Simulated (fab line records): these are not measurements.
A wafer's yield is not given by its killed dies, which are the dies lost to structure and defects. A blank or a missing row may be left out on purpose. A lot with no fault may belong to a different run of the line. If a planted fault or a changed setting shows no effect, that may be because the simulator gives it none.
What tool caused it?    flow gf180mcu    42 wafers from 14 lots sampled at 4 of the route's 602 steps

WHAT THE GAUGES READ, wafer by wafer
GF_TOP_METAL_THK_MEAS_06: measures by xrf. Usual: TOP_METAL_ALCU_THK typically reads 891 nm, with standard deviation 10.
lot   measured      on             TOP_METAL_ALCU_THK (nm)  flag
L424  day 26 13:32  film metro-01  894 892 892              
L425  day 26 15:11  film metro-03  878 886 900              
L426  day 27 10:15  film metro-03  890 897 894              
L428  day 27 17:53  film metro-03  878 886 878              
L430  day 30 06:00  film metro-01  889 883 889              
L432  day 30 10:03  film metro-03  883 878 884              
L433  day 30 13:02  film metro-01  885 875 882              
L435  day 30 14:17  film metro-03  897 903 902              
L436  day 30 15:51  film metro-02  892 901 904              
L437  day 31 01:56  film metro-02  897 902 893              
L438  day 31 19:08  film metro-02  895 892 900              
L441  day 32 10:16  film metro-01  894 894 894              
L443  day 33 05:40  film metro-03  888 886 892              
L447  day 33 22:41  film metro-03  891 896 901              

GF_TOP_METAL_CD_MEAS_14 targets a cd of 440 nm. Usual: cd nm reads 440.4 nm (standard deviation 2.2).
lot   measured      on         cd nm (nm)         flag
L424  day 27 09:27  cd sem-02  442.1 442.2 443.8  
L425  day 27 10:29  cd sem-01  438.4 439.9 439.3  
L426  day 28 05:19  cd sem-01  444.9 444.4 443.1  
L428  day 28 12:40  cd sem-02  439.3 442.5 442.5  
L430  day 30 23:57  cd sem-01  438.0 439.7 440.6  
L432  day 31 03:13  cd sem-02  442.1 442.2 443.0  
L433  day 31 06:32  cd sem-02  440.0 442.5 442.6  
L435  day 31 07:44  cd sem-02  440.5 440.9 441.7  
L436  day 31 09:07  cd sem-01  437.9 439.3 440.2  
L437  day 31 19:53  cd sem-02  438.0 437.3 438.5  
L438  day 32 12:08  cd sem-01  440.1 440.7 437.8  
L441  day 33 01:39  cd sem-01  445.0 442.1 441.9  
L443  day 33 20:56  cd sem-01  439.7 439.7 439.5  
L447  day 34 13:03  cd sem-01  439.3 438.6 441.9  

WHICH TOOL RAN EACH LOT (tool, then ch and the chambers of the sampled wafers, then the start)
lot   GF_POLY_GATE_STRIP_14                 GF_TOP_METAL_SPUTTER_00
L424  plasma asher-03 ch 0,1, day 8 11:22   pvd sputter-01, day 26 13:11
L425  plasma asher-04 ch 0,1, day 8 17:11   pvd sputter-02, day 26 14:51
L426  plasma asher-03 ch 0,1, day 9 07:38   pvd sputter-03, day 27 09:54
L428  plasma asher-04 ch 0,1, day 9 16:20   pvd sputter-03, day 27 17:32
L430  plasma asher-01 ch 0,1, day 12 01:50  pvd sputter-03, day 30 05:39
L432  plasma asher-03 ch 0,1, day 12 09:39  pvd sputter-01, day 30 09:41
L433  plasma asher-01 ch 0,1, day 12 11:25  pvd sputter-02, day 30 12:42
L435  plasma asher-04 ch 0,1, day 12 12:38  pvd sputter-03, day 30 13:57
L436  plasma asher-03 ch 0,1, day 12 13:43  pvd sputter-02, day 30 15:30
L437  plasma asher-01 ch 0,1, day 12 22:22  pvd sputter-01, day 31 01:36
L438  plasma asher-03 ch 0, day 13 16:40    pvd sputter-03, day 31 18:48
L441  plasma asher-03 ch 0,1, day 14 14:21  pvd sputter-02, day 32 09:55
L443  plasma asher-03 ch 0,1, day 15 12:16  pvd sputter-01, day 33 05:19
L447  plasma asher-04 ch 0,1, day 16 11:26  pvd sputter-01, day 33 22:20
- GF_POLY_GATE_STRIP_14: strips in O2/N2.
- GF_TOP_METAL_SPUTTER_00: material Ti, target thk 37.5 nm, time 150 s.

WHAT THE TOOLS THEMSELVES READ (means of the sampled wafers that have a number; where no wafer has one, the mark that the record gives instead)
GF_POLY_GATE_STRIP_14. Usual: chamber pressure mTorr 1499.9 mTorr, standard deviation 1.3; drypump motor current A 5.55 A, standard deviation 0.28; heater power w 311 W, standard deviation 43; oes product au 0.505 a.u., standard deviation 0.0047.
lot   tool             chamber pressure mTorr (mTorr)  drypump motor current A (A)  heater power w (W)  oes product au (a.u.)  flag
L424  plasma asher-03  1500.1                          5.53                         260                 0.504                  
L425  plasma asher-04  1500.7                          5.34                         353                 0.510                  
L426  plasma asher-03  1498.6                          5.68                         253                 0.504                  
L428  plasma asher-04  1500.7                          5.51                         328                 0.509                  
L430  plasma asher-01  1499.3                          5.57                         336                 0.505                  
L432  plasma asher-03  1498.9                          5.68                         259                 0.508                  
L433  plasma asher-01  1499.4                          5.56                         322                 0.499                  
L435  plasma asher-04  1499.3                          5.51                         327                 0.508                  
L436  plasma asher-03  1500.5                          5.52                         261                 0.503                  
L437  plasma asher-01  1500.1                          5.81                         314                 0.506                  
L438  plasma asher-03  1500.2                          5.82                         258                 0.503                  
L441  plasma asher-03  1499.3                          5.53                         259                 0.504                  
L443  plasma asher-03  1499.8                          5.51                         260                 0.502                  
L447  plasma asher-04  1499.9                          5.52                         331                 0.502                  

GF_TOP_METAL_SPUTTER_00. Usual: throttle valve pct reads 29.9 % (standard deviation 0.74).
lot   tool            throttle valve pct (%)  flag
L424  pvd sputter-01  29.2                    
L425  pvd sputter-02  29.8                    
L426  pvd sputter-03  30.0                    
L428  pvd sputter-03  30.2                    
L430  pvd sputter-03  30.3                    
L432  pvd sputter-01  29.5                    
L433  pvd sputter-02  30.1                    
L435  pvd sputter-03  29.8                    
L436  pvd sputter-02  30.0                    
L437  pvd sputter-01  29.6                    
L438  pvd sputter-03  29.6                    
L441  pvd sputter-02  29.6                    
L443  pvd sputter-01  28.9                    
L447  pvd sputter-01  29.6                    

THE ANSWER, worked out from the rows above alone
Rule: a lot is off if the mean of its wafers that have a number lies more than 3 standard deviations from the usual mean. A lot without any number at a reading at which 4 lots or more have one is off too. Any other lot the step has rows for is counted as sound. First the gauges in route order, then the tools' own readings, where a lot's mean is used as printed above. The first step at which some lot is off is used, and at that step the reading that is off furthest; a lot without a number counts as furthest.
No lot is off on any of the readings shown, so nothing can be concluded from this.

WHAT THE SIMULATOR HAD PUT IN
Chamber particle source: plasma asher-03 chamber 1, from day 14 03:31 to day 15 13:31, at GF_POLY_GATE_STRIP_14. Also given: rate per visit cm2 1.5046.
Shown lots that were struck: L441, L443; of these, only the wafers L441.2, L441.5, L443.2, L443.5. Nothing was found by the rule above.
